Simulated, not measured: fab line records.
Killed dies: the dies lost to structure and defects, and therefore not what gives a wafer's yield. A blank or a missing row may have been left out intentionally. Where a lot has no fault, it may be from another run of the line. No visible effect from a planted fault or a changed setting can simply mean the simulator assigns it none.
A lot that was struck, set against a sound lot | flow sfq line | 13 out of 325 route steps
Sound: wafers L851.1, L851.2, L851.6. The struck wafers were L837.1, L837.5, L837.6. Last of all comes the cause.
For every step that has rows: the tool of each side, followed by ch and its chambers, followed by its first start. Under that, the readings that differ: sound wafers | struck wafers | difference of the means | sigmas: that difference in standard deviations of wafers without a fault.
alike: same words and numbers on both sides, and readings whose means sit less than 2 such deviations apart. not compared: any withheld reading, any reading some wafer has no value for, any bound like >300 that may hide the same value, and any number with overlapping values for which the record gives no deviation.
A row with sigmas, a row that says differs or no value, or rows on one side alone: a step with any of these is where the two part. Numbers that don't overlap but have no deviation are shown without sigmas and don't part them. Lack of a reading on every wafer of one side parts them only where that side has two or more wafers.

SFQ_TRILAYER_I0_VIA_BARC_OPEN_VIA_ETCH_046: etches BARC in O2, target depth 125 nm, time 41.7 s.
  sound on rie diel-04 ch 1,2,3, day 19 23:26; struck on rie diel-04 ch 1,2, day 15 02:04
  alike: drypump motor current A, oes product au
  not compared: rf hours counter h
SFQ_TRILAYER_I0_VIA_ETCH_VIA_ETCH_034: etches SiO2 in CHF3, stops on Nb, target depth 260 nm.
  sound on rie diel-04 ch 1,2,3, day 19 23:28; struck on rie diel-04 ch 1,2, day 15 02:07
  alike: drypump motor current A, oes product au
SFQ_TRILAYER_I0_VIA_STRIP_STRIP_035: strips in O2.
  sound on rie metal-02 ch 0,1, day 19 23:35; struck on rie metal-03 ch 0,1, day 15 02:13
  reading               | sound             | struck            | difference | sigmas
  oes product au (a.u.) | 0.985 1.005 0.993 | 1.016 1.005 1.017 | +0.018     | +2
  alike: drypump motor current A
  not compared: rf hours counter h
then, 2 steps without rows for these wafers: SFQ_TRILAYER_I0_VIA_STRIP_SOLV_CLEAN_036 (cleans in NMP, time 600 s); SFQ_TRILAYER_M1_DEP_PRE_CLEAN_038 (time 22.5 s).
SFQ_TRILAYER_M1_DEP_SPUTTER_037: material Nb, target thk 200 nm, time 133.3 s.
  struck on pvd sputter-06, day 15 03:02; sound on pvd sputter-06, day 20 00:23
  alike: resputter cathode voltage v, throttle valve pct
SFQ_M1_RS_MEAS_909: a four-point-probe measurement.
  struck on film metro-02, day 15 03:07; sound on film metro-02, day 20 00:29
  alike: M1_NB_RS
then, 4 steps without rows for these wafers: SFQ_TRILAYER_M1_LITHO_COAT_044 (resist thk 62 nm); SFQ_TRILAYER_M1_LITHO_COAT_039 (resist thk 600 nm); SFQ_TRILAYER_M1_LITHO_SOFTBAKE_043; SFQ_TRILAYER_M1_LITHO_EXPOSE_040 (exposes mask M1, target cd 500 nm).
-- the record jumps here: 5 days lie between the struck wafers' starts before and after --
SFQ_TRILAYER_M1_LITHO_PEB_042: peb time 60 s.
  sound on litho track-04 ch 0, day 26 05:55; struck on litho track-02, day 20 02:41
  no value came back on the struck wafers for chill plate temp C (C), exhaust pa (Pa); on the sound wafers chill plate temp C (C) reads 22.97 22.98 22.95
then, 1 step without rows for these wafers: SFQ_TRILAYER_M1_LITHO_DEVELOP_041 (time 60 s).

## WHERE THEY PART
First at SFQ_TRILAYER_I0_VIA_STRIP_STRIP_035; last, within this record, at SFQ_TRILAYER_M1_LITHO_PEB_042.

WHY: what had been put in by the simulator
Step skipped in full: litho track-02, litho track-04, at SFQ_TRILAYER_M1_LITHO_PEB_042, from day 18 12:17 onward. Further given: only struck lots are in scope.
